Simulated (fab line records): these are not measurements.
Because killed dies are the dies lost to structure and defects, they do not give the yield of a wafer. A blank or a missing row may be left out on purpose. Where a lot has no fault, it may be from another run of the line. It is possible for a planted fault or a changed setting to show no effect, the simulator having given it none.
One fault through the eyes of 2 desks    flow gf180mcu    only its own numbers are on each desk; what lay behind them is given at the end

== AT THE TOOL OWNER'S DESK: cmp-02 ==
The tool's own readings at GF_V3_CMP_26 (polishes, stops on SiO2, t overpolish 15 s, target thk 0 nm): means of the sampled wafers that have a number, for each lot that ran on this tool. Any lot whose mean is over 4 standard deviations away from the usual mean is out of limits and marked OUT; that distance is given in the brackets.
Columns: A = edge zone pressure frac at GF_V3_CMP_26, usual 1.000; B = head pressure psi at GF_V3_CMP_26, usual 3.499 psi; C = motor current A at GF_V3_CMP_26, usual 11.0 A; D = overpolish run s at GF_V3_CMP_26, usual 15.000 s; E = slurry flow ml min at GF_V3_CMP_26, usual 150.0; F = time to endpoint s at GF_V3_CMP_26, usual 85 s
lot   first seen here  A      B      C     D                        E      F
L781  day 23 10:58     0.999  3.496  11.4  14.995                   150.3  84
L782  day 23 19:14     1.000  3.495  11.7  15.000                   149.6  88
L785  day 24 20:40     0.999  3.505  11.1  15.005                   149.9  83
L788  day 25 13:35     0.997  3.506  11.9  0.040 (-99 or more) OUT  149.2  130 (+12) OUT
L789  day 26 02:16     1.001  3.494  11.4  0.045 (-99 or more) OUT  149.8  129 (+12) OUT
L790  day 26 10:40     1.004  3.503  10.2  0.040 (-99 or more) OUT  150.0  128 (+12) OUT
L801  day 29 18:53     0.998  3.495  10.8  15.002                   150.2  83
L802  day 29 23:02     1.002  3.507  11.1  15.003                   149.9  81
This desk's finding: out of limits on L788, L789, L790; first on L788, day 25 13:35 (overpolish run s at GF_V3_CMP_26). In limits: L781, L782, L785, L801, L802.

== FROM THE METROLOGY DESK ==
What the gauges read, lot by lot, whatever tool the lot ran on: means of the sampled wafers that have a number. Any lot whose mean is over 4 standard deviations away from the usual mean is out of limits and marked OUT; that distance is given in the brackets.
Columns: A = V3_CVD_02_THK at GF_V3_THK_MEAS_03, usual 852 nm; B = M4_ALCU_THK at GF_M4_THK_MEAS_06, usual 445 nm
lot   first seen here  A    B
L781  day 22 09:42     856  444
L782  day 22 19:15     838  446
L784  day 23 06:47     849  444
L785  day 23 20:42     842  447
L788  day 24 13:53     840  -
L789  day 25 03:09     864  -
L790  day 25 11:32     861  -
L795  day 26 21:20     861  461
L797  day 27 13:44     859  450
L798  day 27 20:40     848  439
L800  day 28 10:05     847  451
L801  day 28 21:11     853  431
L802  day 29 02:31     850  446
Finding of this desk: none of the 13 lots has anything out of limits.

== TAKEN TOGETHER ==
The tool owner's desk had the chance to raise an alarm at day 25 13:35 on L788, L789, L790.
At the metrology desk, nothing out of limits was observed.
The metrology desk holds a record of L788, L789, L790, inside its limits.
All the named lots went through GF_V3_CMP_26 on cmp-02.

== WHAT HAD BEEN PUT IN BY THE SIMULATOR ==
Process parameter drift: cmp-02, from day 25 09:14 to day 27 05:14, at GF_V3_CMP_26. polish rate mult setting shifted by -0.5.
Struck lots among those shown: L788, L789, L790.
Hours from the fault's start to each desk's first reading out of limits: the tool owner's desk, 4.
